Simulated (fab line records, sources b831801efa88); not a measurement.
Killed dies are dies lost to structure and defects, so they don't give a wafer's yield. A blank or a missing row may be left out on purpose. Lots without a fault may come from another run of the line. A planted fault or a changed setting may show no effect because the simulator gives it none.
Which tool did it? | flow gf180mcu | 15 lots, 45 wafers sampled, at 3 steps of a route of 602

WHAT THE GAUGES READ, wafer by wafer
GF_MVPSD_OVL_MEAS_07.
lot  | measured     | on         | MVPSD_OVL (nm)
L488 | day 5 00:25  | overlay-02 | -2.3 -2.4 -2.1
L489 | day 5 07:16  | overlay-02 | 0.7 0.2 -1.0
L490 | day 5 12:59  | overlay-02 | -0.6 -0.5 -0.6
L493 | day 6 06:34  | overlay-02 | 1.3 1.6 1.1
L494 | day 6 10:22  | overlay-02 | 0.2 0.3 0.4
L495 | day 6 21:30  | overlay-01 | -2.6 -1.8 -2.4
L496 | day 6 23:59  | overlay-02 | -1.3 0.2 -0.2
L497 | day 7 04:30  | overlay-02 | 1.7 1.9 0.7
L502 | day 8 11:44  | overlay-02 | 1.5 1.2 2.4
L504 | day 9 01:02  | overlay-02 | 1.7 1.9 0.6
L507 | day 9 19:02  | overlay-02 | 1.2 1.2 -0.2
L508 | day 10 00:22 | overlay-01 | 0.5 2.3 1.1
L509 | day 10 03:34 | overlay-01 | -0.9 -2.1 -3.0
L510 | day 10 11:35 | overlay-02 | -0.1 0.0 1.9
L511 | day 10 20:07 | overlay-02 | -0.6 0.5 0.1

GF_MVPSD_TW_MEAS_11.
lot  | measured     | on            | MVPSD_TW
L488 | day 5 00:51  | film_metro-04 | 570 567 569
L489 | day 5 07:43  | film_metro-04 | 566 565 564
L490 | day 5 13:26  | film_metro-03 | 550 552 550
L493 | day 6 07:01  | film_metro-02 | 550 549 551
L494 | day 6 10:49  | film_metro-03 | 552 549 550
L495 | day 6 21:57  | film_metro-04 | 569 569 567
L496 | day 7 00:26  | film_metro-02 | 550 555 553
L497 | day 7 04:57  | film_metro-02 | 554 555 555
L502 | day 8 12:10  | film_metro-04 | 566 568 566
L504 | day 9 01:29  | film_metro-04 | 566 563 564
L507 | day 9 19:29  | film_metro-04 | 568 564 568
L508 | day 10 00:48 | film_metro-03 | 553 553 555
L509 | day 10 04:00 | film_metro-04 | 567 565 568
L510 | day 10 12:01 | film_metro-03 | 556 554 555
L511 | day 10 20:34 | film_metro-03 | 553 553 553

GF_VT_IMPLANT_OVL_MEAS_07.
lot  | measured     | on         | VT_IMPLANT_OVL (nm)
L488 | day 5 14:43  | overlay-01 | 1.3 -0.6 -0.1
L489 | day 5 21:22  | overlay-02 | -1.5 1.0 -0.9
L490 | day 6 02:56  | overlay-02 | -0.2 -0.6 0.8
L493 | day 6 21:52  | overlay-01 | 0.5 0.4 -0.3
L494 | day 7 01:56  | overlay-02 | -1.1 -2.2 -1.0
L495 | day 7 12:48  | overlay-02 | 0.1 -2.5 -1.5
L496 | day 7 16:02  | overlay-01 | -0.9 -2.0 -1.1
L497 | day 7 20:03  | overlay-02 | -1.9 -0.8 -0.4
L502 | day 9 05:09  | overlay-02 | 1.6 1.2 0.5
L504 | day 9 18:02  | overlay-02 | -2.4 -1.4 -1.7
L507 | day 10 12:47 | overlay-01 | 1.1 1.3 -0.5
L508 | day 10 18:40 | overlay-01 | -0.6 -1.1 -1.0
L509 | day 10 22:16 | overlay-02 | -1.6 -0.3 -0.8
L510 | day 11 06:45 | overlay-02 | 0.2 -2.9 -0.4
L511 | day 11 14:43 | overlay-02 | 0.4 0.8 -0.8

WHICH TOOL RAN EACH LOT (tool, then ch and the chambers of the sampled wafers, then the start)
The record holds no process step before these readings.

WHAT THE TOOLS THEMSELVES READ (means of the sampled wafers that have a number; where no wafer has one, the mark that the record gives instead)
The record holds no such reading with a usual standard deviation.

THE ANSWER, worked out from the rows above alone
Rule: what is usual is taken from the lots themselves. Put in order of their means at a reading, lots are off if they are a third of the lots or fewer, leave a main group of 4 or more, and stand apart from it by a gap of 3 or more times the standard deviation of the main group's means; of several such gaps the widest counts. A main group whose means are all the same, to the digits that the tables above print for the reading, isn't used. A lot without any number at a reading at which 4 lots or more have one is off too. The other lots that the step has rows for count as sound. The gauges are gone through in route order, then the tools' own readings, and for those a lot's mean is taken as printed above. The first step at which some lot is off is used, and at that step the reading that is off furthest; a lot without a number counts as furthest.
No lot is off at any reading shown: from this, nothing can be told.

WHAT THE SIMULATOR HAD PUT IN
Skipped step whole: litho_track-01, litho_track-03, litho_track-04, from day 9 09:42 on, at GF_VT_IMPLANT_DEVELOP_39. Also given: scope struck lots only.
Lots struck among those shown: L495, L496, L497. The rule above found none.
